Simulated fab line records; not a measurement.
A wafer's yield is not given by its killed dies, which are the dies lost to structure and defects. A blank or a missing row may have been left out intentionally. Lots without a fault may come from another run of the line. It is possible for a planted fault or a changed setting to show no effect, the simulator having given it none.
fab line records / flow sky130
record: lots: 5 wafers: 15 last_day: 49
route steps=708 shown CAP2M@608
lots untouched by any fault: they come from a run of this same line in which no faults occurred
start_h: hours from the record's opening day to when the first of the lot's shown wafers began / wait_h: how many hours have passed since the lot's step before this one / " unchanged from the row above / L1.1+2: one row covering several wafers at once / - no value, or no start was given / * or withheld: withheld / < > ~ a bound
route shown NAME@n: a module of which the file shows steps, and the number in the route of the first / usual: average and standard deviation across the fault-free wafers / same: alike in all rows / chamber/n: place in a boat / sites: the reading at each site / _std_site: their standard deviation / _edge_site: the outer-site mean with the inner-site mean subtracted / radius_mm: for every site, how far away it sits from the centre of the wafer / mask NAME#n: copy n / behind: the tool/chamber that last shaped the wafer / hold: cause of the lot's hold/its duration in hours/its outcome / device: the n, p or np transistor that did not switch / end of line: tests run on the same wafers once the route is complete / step lacking rows: just its recipe / killed: count of dies lost to structure and defects at first sort (not the wafer's yield) / map: dies across one wafer; x = killed, . = not, _ = none there
set.NAME: the setting the step ran with; set.NAME@STEP: the setting that earlier step ran with / model.NAME: the simulator's own value behind a step, which no gauge read
a table for each step, a row for each wafer; lots at some steps of the route
services: a tool's chamber out of use, with start hour (start_h, from the record's first day; less than 0 if before it), hours out, and reason
== steps ==
step: SKY_CAP2M_DEHYDRATE_05
recipe: temp_c: 200 time_s: 60
lot.wafer=L076.1+2+3 tool=litho_track-02 chamber=0 start_h=944.41 wait_h=11.6
lot.wafer=L078.1+2+3 tool=litho_track-03 chamber=0 start_h=964.33 wait_h=11.5
lot.wafer=L081.3+4+5 tool=litho_track-01 chamber=0 start_h=981.20 wait_h=11.7
lot.wafer=L088.2+4+5 tool=litho_track-03 chamber=0 start_h=1066.11 wait_h=9.5
lot.wafer=L087.4+5+6 tool=litho_track-01 chamber=0 start_h=1066.58 wait_h=9.9
step: SKY_CAP2M_HMDS_06
recipe: prime_time_s: 60 prime_temp_c: 120
lot.wafer=L076.1+2+3 tool=litho_track-02 chamber=0 start_h=944.56 wait_h=0.1
lot.wafer=L078.1+2+3 tool=litho_track-03 chamber=0 start_h=964.48 wait_h=0.1
lot.wafer=L081.3+4+5 tool=litho_track-01 chamber=0 start_h=981.35 wait_h=0.1
lot.wafer=L088.2+4+5 tool=litho_track-03 chamber=0 start_h=1066.26 wait_h=0.1
lot.wafer=L087.4+5+6 tool=litho_track-01 chamber=0 start_h=1066.73 wait_h=0.1
step: SKY_CAP2M_COAT_07
recipe: resist: NOVOLAK spin_rpm: 3000 resist_thk_nm: 1140
lot.wafer=L076.1+2+3 tool=litho_track-02 chamber=0 start_h=944.71 wait_h=0.1
lot.wafer=L078.1+2+3 tool=litho_track-03 chamber=0 start_h=964.63 wait_h=0.1
lot.wafer=L081.3+4+5 tool=litho_track-01 chamber=0 start_h=981.50 wait_h=0.1
lot.wafer=L088.2+4+5 tool=litho_track-03 chamber=0 start_h=1066.41 wait_h=0.1
lot.wafer=L087.4+5+6 tool=litho_track-01 chamber=0 start_h=1066.88 wait_h=0.1
step: SKY_CAP2M_SOFTBAKE_08
recipe: temp_c: 90 time_s: 60 resist: NOVOLAK
lot.wafer=L076.1+2+3 tool=litho_track-02 chamber=0 start_h=944.86 wait_h=0.1
lot.wafer=L078.1+2+3 tool=litho_track-03 chamber=0 start_h=964.78 wait_h=0.1
lot.wafer=L081.3+4+5 tool=litho_track-01 chamber=0 start_h=981.65 wait_h=0.1
lot.wafer=L088.2+4+5 tool=litho_track-03 chamber=0 start_h=1066.56 wait_h=0.1
lot.wafer=L087.4+5+6 tool=litho_track-01 chamber=0 start_h=1067.03 wait_h=0.1
step: SKY_CAP2M_EXPOSE_09
recipe: mask_id: CAP2M na: 0.6 source_shape: conventional sigma_outer: 0.6 polarization: unpolarized target_cd_nm: 1000 dose_mj: 159
same: na: 0.6
lot.wafer=L076.1+2+3 tool=iline_stepper-02 chamber=0 start_h=- wait_h=- mask=CAP2M#0
lot.wafer=L078.1+2+3 tool=iline_stepper-01 chamber=0 start_h=- wait_h=- mask=CAP2M#0
lot.wafer=L081.3+4+5 tool=iline_stepper-02 chamber=0 start_h=- wait_h=- mask=CAP2M#0
lot.wafer=L088.2+4+5 tool=iline_stepper-01 chamber=0 start_h=- wait_h=- mask=CAP2M#0
lot.wafer=L087.4+5+6 tool=iline_stepper-01 chamber=0 start_h=- wait_h=- mask=CAP2M#0
step: SKY_CAP2M_PEB_10
recipe: temp_c: withheld time_s: * resist: NOVOLAK
lot.wafer=L076.1+2+3 tool=litho_track-02 chamber=0 start_h=- wait_h=-
lot.wafer=L078.1+2+3 tool=litho_track-01 chamber=0 start_h=- wait_h=-
lot.wafer=L081.3+4+5 tool=litho_track-01 chamber=0 start_h=- wait_h=-
lot.wafer=L088.2+4+5 tool=litho_track-03 chamber=0 start_h=- wait_h=-
lot.wafer=L087.4+5+6 tool=litho_track-03 chamber=0 start_h=- wait_h=-
step: SKY_CAP2M_DEVELOP_11
recipe: resist: NOVOLAK developer: TMAH develop_time_s: 60 dev_temp_c: 23
lot.wafer=L076.1+2+3 tool=litho_track-02 chamber=0 start_h=956.56 wait_h=0.1
lot.wafer=L078.1+2+3 tool=litho_track-01 chamber=0 start_h=977.30 wait_h=0.1
lot.wafer=L081.3+4+5 tool=litho_track-01 chamber=0 start_h=992.45 wait_h=0.1
lot.wafer=L088.2+4+5 tool=litho_track-03 chamber=0 start_h=1076.56 wait_h=0.1
lot.wafer=L087.4+5+6 tool=litho_track-03 chamber=0 start_h=1076.91 wait_h=0.1
step: SKY_CAP2M_OVL_MEAS_12
usual: CAP2M_OVL: 1.1/1.5
lot.wafer=L076.1 tool=overlay-02 chamber=- start_h=956.71 wait_h=0.1 CAP2M_OVL[nm]=0.9
lot.wafer=L076.2 tool=overlay-02 chamber=- start_h=956.71 wait_h=0.1 CAP2M_OVL[nm]=-0.7
lot.wafer=L076.3 tool=overlay-02 chamber=- start_h=956.71 wait_h=0.1 CAP2M_OVL[nm]=-0.4
lot.wafer=L078.1 tool=overlay-01 chamber=- start_h=977.45 wait_h=0.1 CAP2M_OVL[nm]=0.1
lot.wafer=L078.2 tool=overlay-01 chamber=- start_h=977.45 wait_h=0.1 CAP2M_OVL[nm]=1.5
lot.wafer=L078.3 tool=overlay-01 chamber=- start_h=977.45 wait_h=0.1 CAP2M_OVL[nm]=2.9
lot.wafer=L081.3 tool=overlay-01 chamber=- start_h=992.56 wait_h=0.1 CAP2M_OVL[nm]=1.2
lot.wafer=L081.4 tool=overlay-01 chamber=- start_h=992.56 wait_h=0.1 CAP2M_OVL[nm]=1.3
lot.wafer=L081.5 tool=overlay-01 chamber=- start_h=992.56 wait_h=0.1 CAP2M_OVL[nm]=1.8
lot.wafer=L088.2 tool=overlay-02 chamber=- start_h=1076.69 wait_h=0.1 CAP2M_OVL[nm]=1.0
lot.wafer=L088.4 tool=overlay-02 chamber=- start_h=1076.69 wait_h=0.1 CAP2M_OVL[nm]=1.5
lot.wafer=L088.5 tool=overlay-02 chamber=- start_h=1076.69 wait_h=0.1 CAP2M_OVL[nm]=2.2
lot.wafer=L087.4 tool=overlay-02 chamber=- start_h=1077.00 wait_h=0.1 CAP2M_OVL[nm]=2.7
lot.wafer=L087.5 tool=overlay-02 chamber=- start_h=1077.00 wait_h=0.1 CAP2M_OVL[nm]=1.9
lot.wafer=L087.6 tool=overlay-02 chamber=- start_h=1077.00 wait_h=0.1 CAP2M_OVL[nm]=1.6
step: SKY_CAP2M_METAL_ETCH_13
recipe: target_depth_nm: 220 stop_on: SiO2 chemistry: Cl2/BCl3 target: TiN pressure_mtorr: 10 icp_w: 900 bias_w: 48.5 Cl2_flow_sccm: 60 bcl3_flow_sccm: 30 time_s: 62.9
usual: drypump_motor_current_A: 5.83/0.29 oes_product_au: 0.943/0.0083 throttle_valve_pct: 21.900/0.01
lot.wafer=L076.1 tool=rie_metal-03 chamber=0 start_h=956.74 wait_h=0.0 drypump_motor_current_A=5.75 oes_product_au=0.923 rf_hours_counter_h=20 throttle_valve_pct=21.899
lot.wafer=L076.2 tool=rie_metal-03 chamber=1 start_h=956.74 wait_h=0.0 drypump_motor_current_A=6.16 oes_product_au=0.935 rf_hours_counter_h=8 throttle_valve_pct=21.912
lot.wafer=L076.3 tool=rie_metal-03 chamber=1 start_h=956.74 wait_h=0.0 drypump_motor_current_A=6.13 oes_product_au=0.945 rf_hours_counter_h=- throttle_valve_pct=21.897
lot.wafer=L078.1 tool=rie_metal-03 chamber=1 start_h=977.49 wait_h=0.0 drypump_motor_current_A=6.18 oes_product_au=0.946 rf_hours_counter_h=9 throttle_valve_pct=21.903
lot.wafer=L078.2 tool=rie_metal-03 chamber=0 start_h=977.49 wait_h=0.0 drypump_motor_current_A=5.78 oes_product_au=0.941 rf_hours_counter_h=21 throttle_valve_pct=21.907
lot.wafer=L078.3 tool=rie_metal-03 chamber=0 start_h=977.49 wait_h=0.0 drypump_motor_current_A=5.73 oes_product_au=0.924 rf_hours_counter_h=- throttle_valve_pct=21.919
lot.wafer=L081.3 tool=rie_metal-03 chamber=1 start_h=992.61 wait_h=0.0 drypump_motor_current_A=6.18 oes_product_au=0.956 rf_hours_counter_h=- throttle_valve_pct=21.900
lot.wafer=L081.4 tool=rie_metal-03 chamber=0 start_h=992.61 wait_h=0.0 drypump_motor_current_A=5.75 oes_product_au=0.949 rf_hours_counter_h=- throttle_valve_pct=21.894
lot.wafer=L081.5 tool=rie_metal-03 chamber=1 start_h=992.61 wait_h=0.0 drypump_motor_current_A=6.18 oes_product_au=0.955 rf_hours_counter_h=- throttle_valve_pct=21.887
lot.wafer=L088.2 tool=rie_metal-01 chamber=1 start_h=1076.72 wait_h=0.0 drypump_motor_current_A=6.23 oes_product_au=0.953 rf_hours_counter_h=8 throttle_valve_pct=21.902
lot.wafer=L088.4 tool=rie_metal-01 chamber=0 start_h=1076.72 wait_h=0.0 drypump_motor_current_A=5.51 oes_product_au=0.954 rf_hours_counter_h=- throttle_valve_pct=21.886
lot.wafer=L088.5 tool=rie_metal-01 chamber=0 start_h=1076.72 wait_h=0.0 drypump_motor_current_A=5.54 oes_product_au=0.948 rf_hours_counter_h=- throttle_valve_pct=21.896
lot.wafer=L087.4 tool=rie_metal-02 chamber=1 start_h=1077.10 wait_h=0.1 drypump_motor_current_A=5.55 oes_product_au=0.943 rf_hours_counter_h=- throttle_valve_pct=21.894
lot.wafer=L087.5 tool=rie_metal-02 chamber=1 start_h=1077.10 wait_h=0.1 drypump_motor_current_A=5.56 oes_product_au=0.942 rf_hours_counter_h=- throttle_valve_pct=21.885
lot.wafer=L087.6 tool=rie_metal-02 chamber=1 start_h=1077.10 wait_h=0.1 drypump_motor_current_A=5.56 oes_product_au=0.933 rf_hours_counter_h=- throttle_valve_pct=21.897
== services ==
tool=rie_metal-03 chamber=0 start_h=927.17 hours=20.9 kind=repair
tool=rie_metal-02 chamber=- start_h=959.01 hours=0.9 kind=repair
tool=rie_metal-01 chamber=- start_h=980.42 hours=0.4 kind=repair
tool=rie_metal-03 chamber=0 start_h=997.53 hours=- kind=clean
tool=rie_metal-03 chamber=0 start_h=997.53 hours=24.1 kind=scheduled_down
tool=rie_metal-03 chamber=0 start_h=997.53 hours=24.1 kind=vent_cycle
tool=iline_stepper-02 chamber=0 start_h=1024.25 hours=- kind=calibration
tool=iline_stepper-02 chamber=- start_h=1026.55 hours=1.7 kind=pm
tool=iline_stepper-01 chamber=- start_h=1037.53 hours=2.8 kind=repair
tool=iline_stepper-01 chamber=0 start_h=1046.11 hours=- kind=calibration
tool=rie_metal-02 chamber=0 start_h=1060.65 hours=- kind=clean
tool=rie_metal-02 chamber=0 start_h=1060.65 hours=20.1 kind=scheduled_down
tool=rie_metal-02 chamber=0 start_h=1060.65 hours=20.1 kind=vent_cycle
tool=iline_stepper-01 chamber=- start_h=1069.83 hours=4.8 kind=repair
== key ==
fault none
